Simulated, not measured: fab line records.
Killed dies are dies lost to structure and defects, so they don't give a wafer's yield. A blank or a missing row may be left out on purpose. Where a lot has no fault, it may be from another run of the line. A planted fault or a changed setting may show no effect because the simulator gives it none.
Chamber matching || flow sky130 || SKY_VIA3_ETCH_15 on rie-diel-03 has 4 sister chambers
The step etches SiO2 in C4F8/O2/Ar, stops on TiN, target depth 507 nm, time 78 s. 16 wafers are shown with their chamber, then 8 later ones without.

## WAFERS, EACH WITH ITS CHAMBER
{"wafer": "L076.1", "chamber": 1, "oes-product-au (a.u.)": 0.943}
{"wafer": "L076.4", "chamber": 3, "oes-product-au (a.u.)": 0.941}
{"wafer": "L076.5", "chamber": 1, "oes-product-au (a.u.)": 0.946}
{"wafer": "L078.1", "chamber": 2, "oes-product-au (a.u.)": 0.941}
{"wafer": "L078.5", "chamber": 2, "oes-product-au (a.u.)": 0.949}
{"wafer": "L078.6", "chamber": 1, "oes-product-au (a.u.)": 0.941}
{"wafer": "L081.1", "chamber": 1, "oes-product-au (a.u.)": 0.943}
{"wafer": "L081.2", "chamber": 2, "oes-product-au (a.u.)": 0.946}
{"wafer": "L081.5", "chamber": 2, "oes-product-au (a.u.)": 0.954}
{"wafer": "L083.3", "chamber": 2, "oes-product-au (a.u.)": 0.940}
{"wafer": "L083.5", "chamber": 1, "oes-product-au (a.u.)": 0.955}
{"wafer": "L083.6", "chamber": 2, "oes-product-au (a.u.)": 0.939}
{"wafer": "L091.3", "chamber": 1, "oes-product-au (a.u.)": 0.946}
{"wafer": "L091.4", "chamber": 0, "oes-product-au (a.u.)": 0.951}
{"wafer": "L091.6", "chamber": 1, "oes-product-au (a.u.)": 0.943}
{"wafer": "L094.1", "chamber": 3, "oes-product-au (a.u.)": 0.952}

SIGNATURES, as means of the wafers listed above
{"reading": "oes-product-au", "chamber 0": 0.95100, "chamber 1": 0.94529, "chamber 2": 0.94483, "chamber 3": 0.94650, "scatter within a chamber": 0.00551}
Rule: for each reading, subtract the chamber's mean from the wafer's reading, divide by that reading's scatter and square the result; add these up over the readings and take the root, which gives the wafer's distance from the chamber. The wafer belongs to the nearest chamber; if the next one is less than 2 further off, it can't be placed. The scatter: take each reading less its chamber's mean, square it, sum over the shown wafers, divide by the number of wafers less the number of chambers, and take the root.

## WAFERS MISSING THEIR CHAMBER
{"wafer": "L094.2", "oes-product-au (a.u.)": 0.941}
{"wafer": "L094.3", "oes-product-au (a.u.)": 0.949}
{"wafer": "L094.4", "oes-product-au (a.u.)": 0.951}
{"wafer": "L094.5", "oes-product-au (a.u.)": 0.941}
{"wafer": "L094.6", "oes-product-au (a.u.)": 0.950}
{"wafer": "L096.2", "oes-product-au (a.u.)": 0.943}
{"wafer": "L096.3", "oes-product-au (a.u.)": 0.943}
{"wafer": "L096.6", "oes-product-au (a.u.)": 0.954}

## WHICH CHAMBER EACH ONE RAN IN
{"wafer": "L094.2", "from the rows above": "can't be placed: 2 or 1 or 3 or 0", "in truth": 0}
{"wafer": "L094.3", "from the rows above": "can't be placed: 0 or 3 or 1 or 2", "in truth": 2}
{"wafer": "L094.4", "from the rows above": "can't be placed: 0 or 3 or 1 or 2", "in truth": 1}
{"wafer": "L094.5", "from the rows above": "can't be placed: 2 or 1 or 3 or 0", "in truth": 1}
{"wafer": "L094.6", "from the rows above": "can't be placed: 0 or 3 or 1 or 2", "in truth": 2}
{"wafer": "L096.2", "from the rows above": "can't be placed: 2 or 1 or 3 or 0", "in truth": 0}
{"wafer": "L096.3", "from the rows above": "can't be placed: 2 or 1 or 3 or 0", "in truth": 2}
{"wafer": "L096.6", "from the rows above": "can't be placed: 0 or 3 or 1 or 2", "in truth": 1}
Correctly placed: 0 of 8. Cannot be placed on the basis of these rows: 8; the candidates contain the true chamber in 8. 0 placed wrongly.
